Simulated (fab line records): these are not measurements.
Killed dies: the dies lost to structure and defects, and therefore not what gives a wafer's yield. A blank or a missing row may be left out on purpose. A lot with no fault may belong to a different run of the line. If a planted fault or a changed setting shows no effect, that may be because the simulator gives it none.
Struck lot and sound lot, side by side + flow sfqLine + 13 steps out of a route of 325
Sound: these wafers, L566.1, L566.4, L566.5. Struck: wafer L563.2; the same lot's L563.5 was not struck, so it is left out; see the end for the cause.
Per side, at each step with rows, come the tool, then ch with its chambers, and then its first start. Under that, the readings that differ: sound wafers + struck wafers + difference of the means + sigmas: that difference in standard deviations of wafers without a fault.
alike: a reading whose means differ by less than 2 such deviations, as well as words and numbers matching on both sides. not compared: withheld readings; readings where some wafer has no value; bounds like >300 that might hide an equal value; numbers whose values overlap and for which the record gives no deviation.
The two part at a step that has a row with sigmas, a row that says differs or no value, or rows on one side only. Non-overlapping numbers with no deviation appear without sigmas and do not part them. Lack of a reading on every wafer of one side parts them only where that side has two or more wafers.

SFQ_INCOMING_BOW_MEAS_900:
  struck on filmMetro-03, day 2 21:01; sound on filmMetro-03, day 3 12:00
  alike: INCOMING_BOW
then, 1 step without rows for these wafers: SFQ_TRILAYER_INCOMING_OXIDATION_002 (target thk 500 nm, ox time 4939 s).
SFQ_TRILAYER_L0_DEP_SPUTTER_003: material MoNx KI, target thk 40 nm, time 100 s.
  struck on pvdSputter-03, day 2 23:29; sound on pvdSputter-03, day 3 14:29
  alike: throttleValvePct
SFQ_L0_RS_MEAS_901: the measuring method here is four-point-probe.
  struck on filmMetro-03, day 2 23:35; sound on filmMetro-01, day 3 14:34
  alike: L0_MONX_KI_RS
SFQ_L0_THK_MEAS_902: measures by xrf.
  struck on filmMetro-03, day 2 23:41; sound on filmMetro-01, day 3 14:41
  alike: L0_MONX_KI_THK
then, 6 steps without rows for these wafers: SFQ_TRILAYER_L0_LITHO_COAT_010 (resist thk 62 nm); SFQ_TRILAYER_L0_LITHO_COAT_005 (resist thk 600 nm); SFQ_TRILAYER_L0_LITHO_SOFTBAKE_009; SFQ_TRILAYER_L0_LITHO_EXPOSE_006 (exposes mask L0, target cd 2000 nm); SFQ_TRILAYER_L0_LITHO_PEB_008 (peb time 60 s); SFQ_TRILAYER_L0_LITHO_DEVELOP_007 (time 60 s).
-- the record jumps here: 3 days lie between the struck wafers' starts before and after --
SFQ_TRILAYER_L0_BARC_OPEN_METAL_ETCH_010: etches BARC in O2, target depth 125 nm, time 41.7 s.
  sound on rieMetal-04 ch 0,1, day 6 03:44; struck on rieMetal-02 ch 1, day 5 15:44
| reading             | sound             | struck | difference | sigmas |
|---------------------|-------------------|--------|------------|--------|
| oesProductAu (a.u.) | 0.688 0.690 0.685 | 0.666  | -0.022     | -5     |
| runLengthS (s)      | 69.2 69.3 70.1    | 72.7   | +3.2       | +8     |
  alike: drypumpMotorCurrentA, rfFwdPowerW
  not compared: rfHoursCounterH
SFQ_TRILAYER_L0_ETCH_METAL_ETCH_008: etches MoNx KI in SF6/O2, stops on SiO2, target depth 50 nm, time 25 s.
  sound on rieMetal-04 ch 0,1, day 6 03:48; struck on rieMetal-02 ch 1, day 5 15:48
  alike: drypumpMotorCurrentA, oesProductAu, rfFwdPowerW, runLengthS
  not compared: rfHoursCounterH

== WHERE THEY PART ==
Only at SFQ_TRILAYER_L0_BARC_OPEN_METAL_ETCH_010, as far as this record shows. Later steps at which nothing parts them and some readings are alike: SFQ_TRILAYER_L0_ETCH_METAL_ETCH_008.

WHY: what had been put in by the simulator
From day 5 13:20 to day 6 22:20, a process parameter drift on rieMetal-02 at SFQ_TRILAYER_L0_BARC_OPEN_METAL_ETCH_010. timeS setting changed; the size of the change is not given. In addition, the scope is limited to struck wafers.
